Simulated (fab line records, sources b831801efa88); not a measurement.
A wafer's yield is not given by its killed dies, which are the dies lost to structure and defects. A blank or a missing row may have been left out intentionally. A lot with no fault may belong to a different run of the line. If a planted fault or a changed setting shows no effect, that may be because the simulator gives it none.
fab line records	flow sky130
record: lots: 12	wafers: 35	lastDay: 50
route steps=708 shown NWELL@76 VT_ADJUST_NCORE@121 VT_ADJUST_HVTR@138 PAD_OPEN@708
lots with no fault: from the same line, run without faults
startH: hours from the record's opening day to when the first of the lot's shown wafers began	waitH: how many hours have passed since the lot's step before this one	" as in the row above	L1.1+2: one row covering several wafers at once	- value missing, or start not given	* or withheld: withheld	< > ~ a bound
route shown NAME@n: names a module that has steps shown in the file, with the first one's number in the route	usual: mean/standard deviation of fault-free wafers	same: alike in all rows	chamber/n: place in a boat	sites: per-site readings	_std_site: standard deviation of those values	_edge_site: mean of outer sites minus mean of inner sites	radiusMm: how far each site lies from the wafer's centre	mask NAME#n: copy n	behind: the most recent tool/chamber to have shaped the wafer	hold: reason for holding the lot/hours on hold/outcome of the hold	device: the transistor (n, p or np) that didn't switch	end of line: tests run on the same wafers once the route is complete	a step given without rows: its recipe and nothing more	killed: count of dies lost to structure and defects at first sort (not the wafer's yield)	map: per-die view of a wafer (x killed, . not killed, _ where there is no die)
set.NAME: the setting as run; set.NAME@STEP: as run at that earlier step	model.NAME: the simulator's own value behind a step, which no gauge read
the route's steps for a sample of lots (tables are steps, rows are wafers)
services: a tool's chamber out of use, with start hour (startH, from the record's first day; less than 0 if before it), hours out, and reason
== steps ==
step: SKY_NWELL_OVL_MEAS_23
usual: NWELL_01_OVL: -0.4/1.2
lot.wafer	tool	chamber	startH	waitH	NWELL_01_OVL[nm]
L279.1	overlay-01	-	121.45	-	0.3
L279.4	"	-	"	"	0.4
L279.5	"	-	"	"	2.4
L280.1	overlay-01	-	123.17	-	0.7
L280.2	"	-	"	"	1.2
L280.5	"	-	"	"	-0.9
L281.1	overlay-02	-	131.07	-	2.4
L281.3	"	-	"	"	1.0
L281.6	"	-	"	"	-0.8
L283.2	overlay-02	-	146.48	-	-0.6
L283.5	"	-	"	"	1.1
L283.6	"	-	"	"	-0.1
L285.5	overlay-01	-	177.17	-	-1.3
L285.6	"	-	"	"	-1.2
L287.2	overlay-02	-	178.81	-	2.3
L287.4	"	-	"	"	3.2
L287.6	"	-	"	"	0.4
L291.1	overlay-02	-	201.35	-	-1.2
L291.3	"	-	"	"	-0.5
L291.4	"	-	"	"	1.2
L294.3	overlay-02	-	209.87	-	-0.6
L294.5	"	-	"	"	-0.8
L294.6	"	-	"	"	-1.5
L295.1	overlay-02	-	220.50	-	-1.3
L295.3	"	-	"	"	0.0
L295.6	"	-	"	"	-1.2
L296.1	overlay-01	-	226.96	-	-1.5
L296.3	"	-	"	"	-1.0
L296.4	"	-	"	"	0.3
L298.1	overlay-01	-	239.31	-	-1.4
L298.3	"	-	"	"	-0.6
L298.5	"	-	"	"	-1.5
L299.1	overlay-02	-	241.72	-	-0.7
L299.3	"	-	"	"	-0.1
L299.5	"	-	"	"	-2.4
step: SKY_NWELL_RTA_28
recipe: tempC: 1050	timeS: 30	idleTempC: 650	rampUpCPerS: 150	rampDownCPerS: 90	ambient: N2
usual: lampPowerPct: 25.30/0.053	wafer_temp_C_max: 1055.0/1
lot.wafer	tool	chamber	startH	waitH	lampPowerPct	wafer_temp_C_max
L279.1	rtpAnneal-01	0	121.85	0.0	25.31	1055.1
L279.4	"	0	"	"	25.26	1055.2
L279.5	"	0	"	"	25.37	1054.6
L280.1	rtpAnneal-02	0	123.57	0.0	25.24	1053.4
L280.2	"	0	"	"	25.36	1054.3
L280.5	"	0	"	"	25.28	1053.7
L281.1	rtpAnneal-01	0	131.47	0.0	25.31	1054.5
L281.3	"	0	"	"	25.22	1055.6
L281.6	"	0	"	"	25.37	1054.9
L283.2	rtpAnneal-02	0	146.89	0.0	25.30	1055.5
L283.5	"	0	"	"	25.42	1055.9
L283.6	"	0	"	"	25.31	1056.1
L285.5	rtpAnneal-01	0	177.61	0.1	25.30	1054.0
L285.6	"	0	"	"	25.22	1053.2
L287.2	rtpAnneal-01	0	179.22	0.0	25.33	1056.6
L287.4	"	0	"	"	25.39	1055.3
L287.6	"	0	"	"	25.40	1055.8
L291.1	rtpAnneal-02	0	201.74	0.0	25.33	1055.9
L291.3	"	0	"	"	25.27	1054.8
L291.4	"	0	"	"	25.26	1054.2
L294.3	rtpAnneal-02	0	210.29	0.0	25.34	1055.3
L294.5	"	0	"	"	25.30	1055.5
L294.6	"	0	"	"	25.29	1054.0
L295.1	rtpAnneal-02	0	220.89	0.0	25.33	1055.0
L295.3	"	0	"	"	25.30	1053.3
L295.6	"	0	"	"	25.32	1054.5
L296.1	rtpAnneal-02	0	227.35	0.0	25.32	1054.8
L296.3	"	0	"	"	25.28	1055.8
L296.4	"	0	"	"	25.33	1053.2
L298.1	rtpAnneal-02	0	239.71	0.0	25.33	1055.0
L298.3	"	0	"	"	25.35	1054.4
L298.5	"	0	"	"	25.32	1054.6
L299.1	rtpAnneal-02	0	242.12	0.0	25.36	1054.6
L299.3	"	0	"	"	25.25	1055.6
L299.5	"	0	"	"	25.25	1055.4
step: SKY_VT_ADJUST_NCORE_COAT_02
recipe: resist: NOVOLAK	spinRpm: 3000	resistThkNm: 1140
usual: dispensePressureKPa: 55.5/1.9	exhaustPa: 45.1/0.97
lot.wafer	tool	chamber	startH	waitH	dispensePressureKPa	exhaustPa
L279.1	lithoTrack-03	0	190.95	0.1	56.7	46.0
L279.4	"	0	"	"	56.7	44.4
L279.5	"	0	"	"	56.8	45.0
L280.1	lithoTrack-04	0	194.11	0.1	52.6	44.3
L280.2	"	0	"	"	52.6	45.2
L280.5	"	0	"	"	52.6	47.0
L281.1	lithoTrack-04	0	200.51	0.1	52.6	46.7
L281.3	"	0	"	"	52.6	45.7
L281.6	"	0	"	"	52.6	46.3
L283.2	lithoTrack-04	0	217.83	0.1	52.6	45.1
L283.5	"	0	"	"	52.6	44.3
L283.6	"	0	"	"	52.6	44.4
L285.5	lithoTrack-04	0	253.11	0.1	52.6	45.8
L285.6	"	0	"	"	52.6	44.2
L287.2	lithoTrack-04	0	254.23	0.1	52.6	44.5
L287.4	"	0	"	"	52.5	45.2
L287.6	"	0	"	"	52.6	44.4
L291.1	lithoTrack-01	0	283.76	0.1	56.6	44.7
L291.3	"	0	"	"	56.7	44.5
L291.4	"	0	"	"	56.6	44.4
L294.3	lithoTrack-03	0	292.05	0.1	56.7	45.0
L294.5	"	0	"	"	56.7	43.5
L294.6	"	0	"	"	56.7	45.6
L295.1	lithoTrack-01	0	305.06	0.1	56.6	44.5
L295.3	"	0	"	"	56.6	45.1
L295.6	"	0	"	"	56.6	45.7
L296.1	lithoTrack-03	0	312.45	0.1	56.7	45.1
L296.3	"	0	"	"	56.7	45.7
L296.4	"	0	"	"	56.7	46.7
L298.1	lithoTrack-03	0	326.10	0.1	56.7	44.7
L298.3	"	0	"	"	56.7	43.7
L298.5	"	0	"	"	56.7	44.2
L299.1	lithoTrack-03	0	329.65	0.1	56.7	44.6
L299.3	"	0	"	"	56.7	45.8
L299.5	"	0	"	"	56.7	44.1
step: SKY_VT_ADJUST_NCORE_CD_MEAS_07
recipe: targetCdNm: 380
usual: cdNm: 379.8/2.4
lot.wafer	tool	chamber	startH	waitH	cdNm
L279.1	cdSem-01	-	199.76	0.1	381.7
L279.4	"	-	"	"	381.9
L279.5	"	-	"	"	382.1
L280.1	cdSem-01	-	203.56	0.1	381.3
L280.2	"	-	"	"	379.3
L280.5	"	-	"	"	381.3
L281.1	cdSem-02	-	212.50	0.1	378.2
L281.3	"	-	"	"	378.5
L281.6	"	-	"	"	379.0
L283.2	cdSem-01	-	228.17	0.1	380.8
L283.5	"	-	"	"	374.7
L283.6	"	-	"	"	372.3
L285.5	cdSem-01	-	265.33	0.1	369.7
L285.6	"	-	"	"	372.9
L287.2	cdSem-01	-	266.52	0.1	378.7
L287.4	"	-	"	"	382.3
L287.6	"	-	"	"	369.9
L291.1	cdSem-01	-	296.41	0.1	379.8
L291.3	"	-	"	"	379.9
L291.4	"	-	"	"	381.2
L294.3	cdSem-02	-	305.34	0.1	380.1
L294.5	"	-	"	"	381.1
L294.6	"	-	"	"	380.1
L295.1	cdSem-02	-	317.46	0.1	380.9
L295.3	"	-	"	"	381.6
L295.6	"	-	"	"	378.4
L296.1	cdSem-01	-	325.80	0.1	378.5
L296.3	"	-	"	"	380.4
L296.4	"	-	"	"	379.0
L298.1	cdSem-01	-	340.26	0.1	374.8
L298.3	"	-	"	"	374.0
L298.5	"	-	"	"	371.3
L299.1	cdSem-02	-	343.36	0.1	384.6
L299.3	"	-	"	"	383.2
L299.5	"	-	"	"	387.2
step: SKY_VT_ADJUST_NCORE_STRIP_10
recipe: chemistry: O2/N2	powerW: 1400	pressureMtorr: 1500	platenTempC: withheld	o2FlowSccm: 3000	n2FlowSccm: 300	overashFraction: 0.5
usual: chamberPressureMTorr: 1499.9/1.3	drypumpMotorCurrentA: 5.5/0.47	oesProductAu: 0.716/0.0045	stripTimeToEndpointS: 14.17/0.041
lot.wafer	tool	chamber	startH	waitH	chamberPressureMTorr	drypumpMotorCurrentA	oesProductAu	rfHoursCounterH	stripTimeToEndpointS
L279.1	plasmaAsher-01	0	200.06	0.1	1499.6	5.4	0.725	8	14.14
L279.4	"	1	"	"	1500.4	5.3	0.711	-	14.12
L279.5	"	0	"	"	1499.9	5.4	0.717	-	14.16
L280.1	plasmaAsher-02	1	203.86	0.1	1499.0	4.7	0.708	51	14.09
L280.2	"	0	"	"	1497.4	5.7	0.714	51	14.08
L280.5	"	1	"	"	1501.9	4.7	0.720	-	14.07
L281.1	plasmaAsher-03	1	212.81	0.1	1500.8	5.9	0.711	39	14.22
L281.3	"	1	"	"	1500.2	5.9	0.718	-	14.18
L281.6	"	0	"	"	1500.9	6.2	0.709	-	14.17
L283.2	plasmaAsher-03	1	228.46	0.1	1501.6	5.9	0.716	41	14.19
L283.5	"	0	"	"	1501.4	6.2	0.722	-	15.09
L283.6	"	1	"	"	1499.5	5.9	0.715	-	15.11
L285.5	plasmaAsher-03	0	265.62	0.1	1500.3	6.2	0.720	-	15.11
L285.6	"	1	"	"	1501.5	5.9	0.719	-	15.08
L287.2	plasmaAsher-02	0	266.80	0.1	1500.6	5.7	0.711	58	14.15
L287.4	"	0	"	"	1500.1	5.7	0.713	-	14.13
L287.6	"	1	"	"	1498.0	4.7	0.710	-	15.01
L291.1	plasmaAsher-01	1	296.71	0.1	1500.2	5.3	0.720	18	14.16
L291.3	"	0	"	"	1499.9	5.4	0.717	-	14.14
L291.4	"	1	"	"	1498.7	5.3	0.711	-	14.13
L294.3	plasmaAsher-01	0	305.64	0.1	1500.7	5.4	0.714	-	14.27
L294.5	"	0	"	"	1499.3	5.4	0.717	-	14.22
L294.6	"	1	"	"	1500.4	5.3	0.719	-	14.26
L295.1	plasmaAsher-03	1	317.76	0.1	1499.4	5.9	0.711	49	14.14
L295.3	"	0	"	"	1498.2	6.2	0.724	-	14.10
L295.6	"	1	"	"	1498.9	5.9	0.714	-	14.12
L296.1	plasmaAsher-02	1	326.10	0.1	1499.1	4.7	0.710	63	14.25
L296.3	"	1	"	"	1500.7	4.7	0.719	-	14.23
L296.4	"	0	"	"	1499.7	5.7	0.722	-	14.21
L298.1	plasmaAsher-03	1	340.56	0.1	1499.2	5.9	0.707	51	14.18
L298.3	"	1	"	"	1498.2	5.9	0.715	-	14.20
L298.5	"	1	"	"	1501.4	5.9	0.722	-	14.17
L299.1	plasmaAsher-03	1	343.66	0.1	1498.4	5.9	0.715	51	14.21
L299.3	"	1	"	"	1500.5	5.9	0.721	-	14.15
L299.5	"	0	"	"	1498.5	6.2	0.728	-	14.14
step: SKY_VT_ADJUST_HVTR_CD_MEAS_07
recipe: targetCdNm: 380
usual: cdNm: 379.7/2.5
lot.wafer	tool	chamber	startH	waitH	cdNm
L279.1	cdSem-02	-	222.21	0.1	380.6
L279.4	"	-	"	"	380.3
L279.5	"	-	"	"	380.5
L280.1	cdSem-02	-	226.10	0.1	378.1
L280.2	"	-	"	"	377.2
L280.5	"	-	"	"	377.3
L281.1	cdSem-01	-	234.55	0.1	379.1
L281.3	"	-	"	"	379.6
L281.6	"	-	"	"	377.0
L283.2	cdSem-01	-	251.14	0.1	378.0
L283.5	"	-	"	"	378.2
L283.6	"	-	"	"	378.2
L285.5	cdSem-02	-	289.35	0.1	380.8
L285.6	"	-	"	"	382.8
L287.2	cdSem-01	-	291.54	0.1	378.2
L287.4	"	-	"	"	378.6
L287.6	"	-	"	"	374.7
L291.1	cdSem-01	-	322.70	0.1	379.7
L291.3	"	-	"	"	382.7
L291.4	"	-	"	"	382.4
L294.3	cdSem-01	-	331.31	0.1	384.4
L294.5	"	-	"	"	382.4
L294.6	"	-	"	"	383.0
L295.1	cdSem-01	-	344.62	0.1	378.8
L295.3	"	-	"	"	380.1
L295.6	"	-	"	"	380.8
L296.1	cdSem-02	-	353.75	0.1	377.9
L296.3	"	-	"	"	377.5
L296.4	"	-	"	"	378.5
L298.1	cdSem-01	-	367.27	0.1	383.8
L298.3	"	-	"	"	382.4
L298.5	"	-	"	"	385.3
L299.1	cdSem-01	-	370.06	0.1	381.5
L299.3	"	-	"	"	382.4
L299.5	"	-	"	"	381.1
step: SKY_PAD_OPEN_PROBE_99
usual: killed_at_M0_to_M3: 43/7.8	killed_at_M4_up: 3.2/1.7	killedAtContacts: 24/5.2	killedAtFrontEnd: 15/4.5	killedAtOther: 0.4/0.65	killedDies: 87/9.1	killedOpen: 47/7.3	killedShort: 40/6.5
same: grossDies: 492	killedAtBackSide: 0
lot.wafer	tool	chamber	startH	waitH	killed_at_M0_to_M3	killed_at_M4_up	killedAtContacts	killedAtFrontEnd	killedAtOther	killedDies	killedOpen	killedShort
L279.1	prober-02	-	1084.61	0.1	47	4	32	16	0	99	50	47
L279.4	prober-02	-	1084.76	0.2	36	2	27	11	1	77	43	33
L279.5	prober-02	-	1084.81	0.2	50	3	22	14	1	90	51	39
L280.1	prober-01	-	1090.98	0.1	45	5	29	17	0	96	59	37
L280.2	prober-01	-	1091.03	0.1	46	4	15	23	1	89	51	38
L280.5	prober-01	-	1091.18	0.2	40	4	24	10	0	78	47	31
L281.1	prober-02	-	1098.12	0.1	40	4	25	15	0	84	46	38
L281.3	prober-02	-	1098.22	0.2	47	5	22	29	1	104	50	54
L281.6	prober-02	-	1098.37	0.2	49	3	24	15	0	91	41	50
L283.2	prober-02	-	1114.62	0.1	54	1	29	17	0	101	56	45
L283.5	prober-02	-	1114.77	0.2	37	2	22	17	0	78	41	37
L283.6	prober-02	-	1114.82	0.2	31	3	27	12	0	73	34	39
L285.5	prober-02	-	1142.37	0.2	52	3	29	18	1	103	56	46
L285.6	prober-02	-	1142.42	0.2	56	2	24	17	0	99	42	57
L287.2	prober-02	-	1151.63	0.1	38	5	27	13	0	83	42	41
L287.4	prober-02	-	1151.73	0.2	38	3	16	17	0	74	30	44
L287.6	prober-02	-	1151.83	0.2	37	4	18	8	1	68	36	32
L291.1	prober-02	-	1163.53	0.1	42	0	23	13	2	80	39	38
L291.3	prober-02	-	1163.63	0.2	44	5	25	11	1	86	49	36
L291.4	prober-02	-	1163.68	0.2	41	2	20	15	1	79	44	34
L294.3	prober-02	-	1172.98	0.2	47	5	27	12	1	92	67	25
L294.5	prober-02	-	1173.08	0.2	45	2	18	24	0	89	42	47
L294.6	prober-02	-	1173.13	0.2	43	2	32	20	0	97	50	47
L295.1	prober-02	-	1187.29	0.1	35	2	18	16	0	71	41	30
L295.3	prober-02	-	1187.39	0.2	50	5	21	7	0	83	48	35
L295.6	prober-02	-	1187.54	0.2	41	4	25	13	0	83	45	38
L296.1	prober-01	-	1192.66	0.1	41	3	33	16	1	94	45	48
L296.3	prober-01	-	1192.76	0.2	44	4	25	15	2	90	56	33
L296.4	prober-01	-	1192.81	0.2	44	1	18	15	1	79	42	36
L298.1	prober-01	-	1194.16	0.1	59	2	23	16	0	100	59	41
L298.3	prober-01	-	1194.26	0.2	48	2	24	8	0	82	49	33
L298.5	prober-01	-	1194.36	0.2	49	3	14	16	0	82	45	37
L299.1	prober-02	-	1197.17	0.1	35	3	24	17	0	79	34	45
L299.3	prober-02	-	1197.27	0.2	26	2	29	19	0	76	49	27
L299.5	prober-02	-	1197.37	0.2	40	4	28	12	0	84	44	40
killed by level:class
L279.1 CONTACT:geometricParticle:open=10 VIA3:geometricParticle:open=10 LI_CONTACT:geometricParticle:open=9 VIA1:geometricParticle:short=7 VIA1:geometricParticle:open=6 METAL1:geometricParticle:short=6 VIA3:geometricParticle:short=6 POLY_GATE:geometricParticle:short=5
L279.4 LI_CONTACT:geometricParticle:open=8 VIA1:geometricParticle:open=8 VIA3:geometricParticle:open=8 LOCAL_INTERCONNECT:geometricParticle:short=6 CONTACT:geometricParticle:open=6 METAL1:geometricParticle:short=6 VIA2:geometricParticle:open=4 FIELD_ISO:geometricParticle:short=3
L279.5 VIA1:geometricParticle:open=10 CONTACT:geometricParticle:short=7 VIA3:geometricParticle:open=7 METAL1:geometricParticle:short=6 CONTACT:geometricParticle:open=6 VIA2:geometricParticle:open=6 FIELD_ISO:geometricParticle:open=5 POLY_GATE:geometricParticle:open=5
L280.1 CONTACT:geometricParticle:open=11 VIA1:geometricParticle:open=10 VIA2:geometricParticle:open=10 LI_CONTACT:geometricParticle:open=9 VIA1:geometricParticle:short=7 FIELD_ISO:geometricParticle:short=5 METAL1:geometricParticle:open=5 METAL1:geometricParticle:short=5
L280.2 FIELD_ISO:geometricParticle:short=10 VIA3:geometricParticle:open=10 VIA1:geometricParticle:short=8 FIELD_ISO:geometricParticle:open=7 METAL1:geometricParticle:open=7 VIA2:geometricParticle:open=7 CONTACT:geometricParticle:open=5 METAL1:geometricParticle:short=4
L280.5 VIA1:geometricParticle:open=12 LI_CONTACT:geometricParticle:open=10 CONTACT:geometricParticle:open=7 METAL2:geometricParticle:short=7 METAL1:geometricParticle:short=6 VIA3:geometricParticle:open=4 FIELD_ISO:geometricParticle:short=3 CONTACT:geometricParticle:short=3
L281.1 CONTACT:geometricParticle:open=12 FIELD_ISO:geometricParticle:open=7 VIA1:geometricParticle:short=7 METAL2:geometricParticle:short=6 VIA3:geometricParticle:open=5 VIA2:geometricParticle:open=5 LI_CONTACT:geometricParticle:open=4 VIA1:geometricParticle:open=4
L281.3 FIELD_ISO:geometricParticle:short=11 VIA2:geometricParticle:open=11 VIA3:geometricParticle:open=7 POLY_GATE:geometricParticle:short=6 POLY_GATE:geometricParticle:open=6 CONTACT:geometricParticle:short=6 CONTACT:geometricParticle:open=6 VIA2:geometricParticle:short=6
L281.6 VIA1:geometricParticle:open=14 VIA1:geometricParticle:short=9 METAL2:geometricParticle:short=8 CONTACT:geometricParticle:short=8 FIELD_ISO:geometricParticle:short=6 VIA2:geometricParticle:open=6 POLY_GATE:geometricParticle:open=5 CONTACT:geometricParticle:open=5
L283.2 VIA1:geometricParticle:open=18 CONTACT:geometricParticle:open=10 LOCAL_INTERCONNECT:geometricParticle:short=7 POLY_GATE:geometricParticle:open=6 LI_CONTACT:geometricParticle:open=6 VIA1:geometricParticle:short=6 CONTACT:geometricParticle:short=5 METAL1:geometricParticle:short=5
L283.5 CONTACT:geometricParticle:open=10 VIA1:geometricParticle:open=10 VIA3:geometricParticle:open=7 CONTACT:geometricParticle:short=5 METAL1:geometricParticle:short=5 FIELD_ISO:geometricParticle:open=4 METAL3:geometricParticle:short=4 LI_CONTACT:geometricParticle:open=4
L283.6 LI_CONTACT:geometricParticle:open=9 VIA1:geometricParticle:short=8 CONTACT:geometricParticle:open=7 VIA1:geometricParticle:open=6 CONTACT:geometricParticle:short=5 FIELD_ISO:geometricParticle:short=4 VIA2:geometricParticle:open=4 VIA3:geometricParticle:open=3
L285.5 VIA1:geometricParticle:open=11 LI_CONTACT:geometricParticle:open=9 VIA2:geometricParticle:open=9 CONTACT:geometricParticle:open=8 VIA1:geometricParticle:short=7 VIA3:geometricParticle:open=7 CONTACT:geometricParticle:short=6 POLY_GATE:geometricParticle:open=5
L285.6 VIA1:geometricParticle:open=15 METAL2:geometricParticle:short=10 LI_CONTACT:geometricParticle:short=7 METAL1:geometricParticle:short=7 VIA3:geometricParticle:open=6 LOCAL_INTERCONNECT:geometricParticle:short=5 CONTACT:geometricParticle:short=5 VIA2:geometricParticle:open=5
L287.2 CONTACT:geometricParticle:open=9 METAL1:geometricParticle:short=6 FIELD_ISO:geometricParticle:short=5 LI_CONTACT:geometricParticle:open=5 VIA2:geometricParticle:open=5 VIA3:geometricParticle:open=5 CONTACT:geometricParticle:short=4 LOCAL_INTERCONNECT:geometricParticle:open=4
L287.4 VIA2:geometricParticle:open=6 METAL1:geometricParticle:short=6 LOCAL_INTERCONNECT:geometricParticle:short=5 CONTACT:geometricParticle:short=5 VIA1:geometricParticle:open=5 VIA1:geometricParticle:short=5 POLY_GATE:geometricParticle:short=4 CONTACT:geometricParticle:open=4
L287.6 METAL2:geometricParticle:short=8 VIA3:geometricParticle:open=7 LI_CONTACT:geometricParticle:open=6 LOCAL_INTERCONNECT:geometricParticle:short=6 VIA2:geometricParticle:open=5 VIA1:geometricParticle:open=5 POLY_GATE:geometricParticle:short=4 POLY_GATE:geometricParticle:open=3
L291.1 VIA1:geometricParticle:open=10 CONTACT:geometricParticle:open=7 LI_CONTACT:geometricParticle:open=6 VIA1:geometricParticle:short=6 VIA3:geometricParticle:short=6 LOCAL_INTERCONNECT:geometricParticle:short=5 VIA2:geometricParticle:open=5 POLY_GATE:geometricParticle:short=4
L291.3 VIA3:geometricParticle:open=11 CONTACT:geometricParticle:open=10 VIA1:geometricParticle:open=7 CONTACT:geometricParticle:short=6 METAL1:geometricParticle:short=6 METAL2:geometricParticle:short=6 LI_CONTACT:geometricParticle:open=5 FIELD_ISO:geometricParticle:open=4
L291.4 VIA1:geometricParticle:open=11 METAL1:geometricParticle:short=9 VIA3:geometricParticle:open=7 LI_CONTACT:geometricParticle:open=6 FIELD_ISO:geometricParticle:open=5 POLY_GATE:geometricParticle:short=5 CONTACT:geometricParticle:open=5 CONTACT:geometricParticle:short=5
L294.3 CONTACT:geometricParticle:open=15 VIA3:geometricParticle:open=12 VIA1:geometricParticle:open=10 VIA2:geometricParticle:open=8 LI_CONTACT:geometricParticle:open=5 METAL4:geometricParticle:short=4 POLY_GATE:geometricParticle:short=4 POLY_GATE:geometricParticle:open=4
L294.5 POLY_GATE:geometricParticle:short=9 POLY_GATE:geometricParticle:open=7 VIA3:geometricParticle:open=7 LI_CONTACT:geometricParticle:open=5 CONTACT:geometricParticle:open=5 METAL1:geometricParticle:short=5 VIA1:geometricParticle:open=5 VIA2:geometricParticle:short=5
L294.6 CONTACT:geometricParticle:open=12 FIELD_ISO:geometricParticle:short=10 LI_CONTACT:geometricParticle:open=10 VIA2:geometricParticle:open=7 POLY_GATE:geometricParticle:open=6 VIA1:geometricParticle:open=6 VIA1:geometricParticle:short=5 METAL1:geometricParticle:short=5
L295.1 METAL2:geometricParticle:short=8 CONTACT:geometricParticle:open=7 VIA1:geometricParticle:open=7 LI_CONTACT:geometricParticle:open=6 POLY_GATE:geometricParticle:open=5 METAL1:geometricParticle:short=5 FIELD_ISO:geometricParticle:short=4 FIELD_ISO:geometricParticle:open=4
L295.3 VIA1:geometricParticle:open=11 VIA2:geometricParticle:open=9 VIA3:geometricParticle:open=7 CONTACT:geometricParticle:open=7 LI_CONTACT:geometricParticle:open=5 METAL1:geometricParticle:short=5 METAL2:geometricParticle:short=5 METAL3:geometricParticle:short=4
L295.6 METAL1:geometricParticle:short=11 VIA1:geometricParticle:open=11 CONTACT:geometricParticle:open=8 VIA2:geometricParticle:open=5 LI_CONTACT:geometricParticle:open=5 LOCAL_INTERCONNECT:geometricParticle:short=4 LOCAL_INTERCONNECT:geometricParticle:open=4 VIA3:geometricParticle:open=4
L296.1 CONTACT:geometricParticle:open=12 METAL2:geometricParticle:short=11 LI_CONTACT:geometricParticle:open=10 VIA2:geometricParticle:open=7 FIELD_ISO:geometricParticle:short=6 VIA3:geometricParticle:short=6 LOCAL_INTERCONNECT:geometricParticle:short=5 POLY_GATE:geometricParticle:open=4
L296.3 CONTACT:geometricParticle:open=12 VIA1:geometricParticle:open=10 FIELD_ISO:geometricParticle:open=9 VIA2:geometricParticle:open=9 VIA1:geometricParticle:short=6 CONTACT:geometricParticle:short=5 FIELD_ISO:geometricParticle:short=4 LI_CONTACT:geometricParticle:open=4
L296.4 VIA3:geometricParticle:open=7 VIA1:geometricParticle:open=7 CONTACT:geometricParticle:open=6 METAL2:geometricParticle:short=6 POLY_GATE:geometricParticle:open=5 POLY_GATE:geometricParticle:short=5 VIA1:geometricParticle:short=5 VIA2:geometricParticle:open=5
L298.1 VIA1:geometricParticle:open=13 METAL1:geometricParticle:short=11 VIA2:geometricParticle:open=9 LI_CONTACT:geometricParticle:open=8 CONTACT:geometricParticle:open=6 CONTACT:geometricParticle:short=5 VIA1:geometricParticle:short=5 METAL3:geometricParticle:short=5
L298.3 VIA1:geometricParticle:open=12 LI_CONTACT:geometricParticle:open=10 VIA2:geometricParticle:open=8 CONTACT:geometricParticle:open=6 VIA3:geometricParticle:open=6 METAL1:geometricParticle:short=5 POLY_GATE:geometricParticle:short=4 CONTACT:geometricParticle:short=4
L298.5 VIA2:geometricParticle:open=13 METAL1:geometricParticle:short=8 VIA3:geometricParticle:open=6 FIELD_ISO:geometricParticle:open=5 VIA1:geometricParticle:short=5 FIELD_ISO:geometricParticle:short=4 CONTACT:geometricParticle:open=4 VIA1:geometricParticle:open=4
L299.1 CONTACT:geometricParticle:open=10 VIA1:geometricParticle:open=9 POLY_GATE:geometricParticle:short=7 METAL1:geometricParticle:short=7 METAL2:geometricParticle:short=7 LI_CONTACT:geometricParticle:open=6 FIELD_ISO:geometricParticle:short=5 LI_CONTACT:geometricParticle:short=3
L299.3 LI_CONTACT:geometricParticle:open=12 CONTACT:geometricParticle:open=9 SPACER:geometricParticle:open=5 VIA3:geometricParticle:open=5 FIELD_ISO:geometricParticle:open=4 POLY_GATE:geometricParticle:short=4 VIA1:geometricParticle:open=4 METAL2:geometricParticle:short=4
L299.5 CONTACT:geometricParticle:open=11 VIA2:geometricParticle:open=8 LI_CONTACT:geometricParticle:short=6 METAL1:geometricParticle:open=5 VIA3:geometricParticle:open=5 POLY_GATE:geometricParticle:open=4 LOCAL_INTERCONNECT:geometricParticle:short=4 CONTACT:geometricParticle:short=4
== services ==
tool	chamber	startH	hours	kind
plasmaAsher-01	-	108.75	9.0	pm
plasmaAsher-01	0	108.75	9.0	ventCycle
plasmaAsher-01	1	108.75	9.0	ventCycle
plasmaAsher-01	0	117.75	-	clean
plasmaAsher-01	1	117.75	-	clean
plasmaAsher-03	-	187.37	1.5	repair
rtpAnneal-01	-	194.04	107.2	pm
plasmaAsher-03	-	289.41	14.6	pm
plasmaAsher-02	-	302.76	8.8	repair
plasmaAsher-01	-	315.62	1.7	repair
== key ==
firstSign: step: SKY_VT_ADJUST_NCORE_CD_MEAS_07	reading: cdNm	direction: down	sigmas: 3.2	usual: 379.8	struck: 371.9
effect: step: SKY_VT_ADJUST_NCORE_STRIP_10	reading: stripTimeToEndpointS	direction: up	sigmas: 22	usual: *	struck: *
metAt SKY_VT_ADJUST_NCORE_COAT_02
struckLots L283,L285,L287
struckWafers L283.5,L283.6,L285.5,L285.6,L287.6
testerLeftOut L283,L285,L287
notActingAt SKY_NWELL_OVL_MEAS_23,SKY_NWELL_RTA_28,SKY_VT_ADJUST_HVTR_CD_MEAS_07
onsetBetween 200.51 217.83
fault: kind: processParameterDrift	tool: lithoTrack-04	chamber: -	onsetH: 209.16	steps: SKY_VT_ADJUST_NCORE_COAT_02	channel: resistThkNm	offset: 82.412	shape: step	endH: 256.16	scope: struckWafersOnly	actsIn: theseRecipesOnly	stated: 1140
testerLeftOut: of these lots the tester's yield and bins aren't shown, on N5 and GAA mostly nor the transistor test; their killed dies are dies lost to structure and defects alone, not to doping, threshold or leakage, so they don't give the yield
